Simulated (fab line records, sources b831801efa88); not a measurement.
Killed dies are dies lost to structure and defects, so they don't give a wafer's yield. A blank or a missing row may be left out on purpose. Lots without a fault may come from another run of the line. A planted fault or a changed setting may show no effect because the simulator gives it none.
A struck lot beside a sound one | flow sky130 | 15 steps out of a route of 708
Sound: wafers L249.2, L249.5, L249.6. Struck: wafers L267.4, L267.5, L267.6. The cause comes at the end.
At each step with rows: each side's tool, then ch and its chambers, then its first start. Under that, the readings that differ: sound wafers | struck wafers | difference of the means | sigmas: that difference in standard deviations of wafers without a fault.
alike: readings whose means differ by less than 2 such deviations, and words and numbers that are the same on both sides. not compared: withheld readings, readings that some wafer has no value for, bounds like >300 that may hide the same value, and numbers for which the record gives no deviation and whose values overlap.
The two part at a step that has a row with sigmas, a row that says differs or no value, or rows on one side only. Numbers that don't overlap but have no deviation are shown without sigmas and don't part them. A reading that every wafer of one side lacks parts them only if that side has two wafers or more.

first, 8 steps without rows for these wafers: SKY_METAL1_DEHYDRATE_07 (time 60 s); SKY_METAL1_HMDS_08 (prime time 60 s); SKY_METAL1_COAT_09 (resist thk 60 nm); SKY_METAL1_COAT_10 (resist thk 450 nm); SKY_METAL1_SOFTBAKE_11 (time 90 s); SKY_METAL1_EXPOSE_12 (exposes mask MM1, target cd 140 nm); SKY_METAL1_PEB_13; SKY_METAL1_DEVELOP_14 (develop time 60 s).
SKY_METAL1_CD_MEAS_15: target cd 140 nm.
  sound on cd_sem-01, day 32 18:35; struck on cd_sem-02, day 38 15:25
  alike: cd_nm
SKY_METAL1_OVL_MEAS_16:
  sound on overlay-02, day 32 18:41; struck on overlay-02, day 38 15:30
  alike: METAL1_OVL
SKY_METAL1_DESCUM_17: chemistry O2, time 8 s.
  sound on rie_metal-03 ch 0,1, day 32 18:43; struck on rie_metal-03 ch 0,1, day 38 15:32
  alike: drypump_motor_current_A, oes_product_au
  not compared: rf_hours_counter_h
SKY_METAL1_ETCH_18: etches BARC in N2/H2, stops on SiO2, time 45.9 s, target depth 60 nm.
  sound on rie_metal-03 ch 0,1, day 32 18:45; struck on rie_metal-03 ch 0,1, day 38 15:34
  reading                | sound                | struck               | difference | sigmas
  throttle_valve_pct (%) | 13.211 13.201 13.221 | 13.238 13.224 13.240 | +0.023     | +2
  alike: bias_w, drypump_motor_current_A, oes_product_au
  not compared: rf_hours_counter_h
SKY_METAL1_METAL_ETCH_19: etches the open film in Cl2/BCl3, stops on SiO2, target depth 360 nm, time 78 s.
  sound on rie_metal-03 ch 0,1, day 32 18:49; struck on rie_metal-03 ch 0,1, day 38 15:38
  reading    | sound             | struck            | difference | sigmas
  bias_w (W) | 48.80 48.56 48.82 | 46.82 46.62 46.92 | -1.94      | -13
  alike: drypump_motor_current_A, oes_product_au, throttle_valve_pct
  not compared: rf_hours_counter_h
SKY_METAL1_STRIP_20: strips in O2/N2.
  sound on plasma_asher-01 ch 0,1, day 32 18:55; struck on plasma_asher-01 ch 0,1, day 38 15:44
  alike: drypump_motor_current_A, oes_product_au, strip_time_to_endpoint_s
  not compared: rf_hours_counter_h
-- the record jumps here: 11 days lie between the struck wafers' starts before and after (it left off in module METAL1 and takes up again in module PAD_OPEN, whose first step shown is number 708 of the route) --
SKY_PAD_OPEN_PROBE_99:
  sound on prober-02, day 45 21:04; struck on prober-02, day 50 03:03
  alike: defect_limited_yield, killed_at_M0_to_M3, killed_at_M4_up, killed_at_contacts, killed_at_front_end, killed_at_other, killed_dies, killed_open, killed_short, sort_bin_3_pad_short, sort_bin_5_function, sort_bin_6_memory, sort_n_pass, sort_yield_pct

WHERE THEY PART
First at SKY_METAL1_ETCH_18; last, within this record, at SKY_METAL1_METAL_ETCH_19. Later steps at which nothing parts them and some readings are alike: SKY_METAL1_STRIP_20, SKY_PAD_OPEN_PROBE_99.

WHY: what the simulator had put in
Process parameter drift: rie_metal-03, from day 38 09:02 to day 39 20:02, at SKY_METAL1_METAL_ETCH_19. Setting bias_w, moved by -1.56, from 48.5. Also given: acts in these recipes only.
